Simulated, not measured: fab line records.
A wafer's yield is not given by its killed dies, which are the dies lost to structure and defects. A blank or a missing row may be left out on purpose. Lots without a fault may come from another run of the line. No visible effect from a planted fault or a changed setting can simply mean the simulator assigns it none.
Which tool was responsible? | flow gf180mcu | 6 lots with 18 wafers sampled at 2 steps, on a route of 602 steps

== WHAT THE GAUGES SHOWED, per wafer ==
GF_MVPSD_OVL_MEAS_07.
lot  | measured     | on         | MVPSD_OVL (nm)
L596 | day 7 05:31  | overlay-01 | 0.5 0.9 2.6
L598 | day 7 23:42  | overlay-02 | - - -
L602 | day 8 21:30  | overlay-01 | 0.4 0.4 1.4
L604 | day 9 06:49  | overlay-02 | 2.9 2.2 3.1
L607 | day 9 22:53  | overlay-01 | 0.3 0.5 0.2
L609 | day 10 11:23 | overlay-02 | -3.1 -1.0 -1.6

== WHAT TOOL EACH LOT RAN ON (gives the tool, then ch and the chambers of the sampled wafers, and finally the start) ==
lot  | GF_MVPSD_EXPOSE_04
L596 | ilineStepper-02 ch 0, day 6 22:19
L598 | ilineStepper-02 ch 0, day 7 15:30
L602 | ilineStepper-01 ch 0, day 8 13:48
L604 | ilineStepper-02 ch 0, day 8 23:08
L607 | ilineStepper-01 ch 0, day 9 14:40
L609 | ilineStepper-02 ch 0, day 10 03:01
- GF_MVPSD_EXPOSE_04: exposes mask MVPSD, target cd 1000 nm.

== THE ANSWER, worked out from the rows above alone ==
Rule: the usual values come from the lots themselves. Put in order of their means at a reading, lots are off if they are a third of the lots or fewer, leave a main group of 4 or more, and stand apart from it by a gap of 3 or more times the standard deviation of the main group's means; of several such gaps the widest counts. A main group whose means are all the same, to the digits that the tables above print for the reading, isn't used. A lot without any number at a reading at which 4 lots or more have one is off too. The other lots that the step has rows for count as sound.
Off: L598, seen at GF_MVPSD_OVL_MEAS_07 (MVPSD_OVL). Without a number there: L598. The main group has a mean of 0.6 nm with a standard deviation of 1.5.
A tool fits if, at a process step before that reading, it ran every lot that is off, and no sound lot after the first of them. The gauges at GF_MVPSD_OVL_MEAS_07 are tried like those tools. Not one of the candidates tried fits.

== WHAT HAD BEEN PUT IN BY THE SIMULATOR ==
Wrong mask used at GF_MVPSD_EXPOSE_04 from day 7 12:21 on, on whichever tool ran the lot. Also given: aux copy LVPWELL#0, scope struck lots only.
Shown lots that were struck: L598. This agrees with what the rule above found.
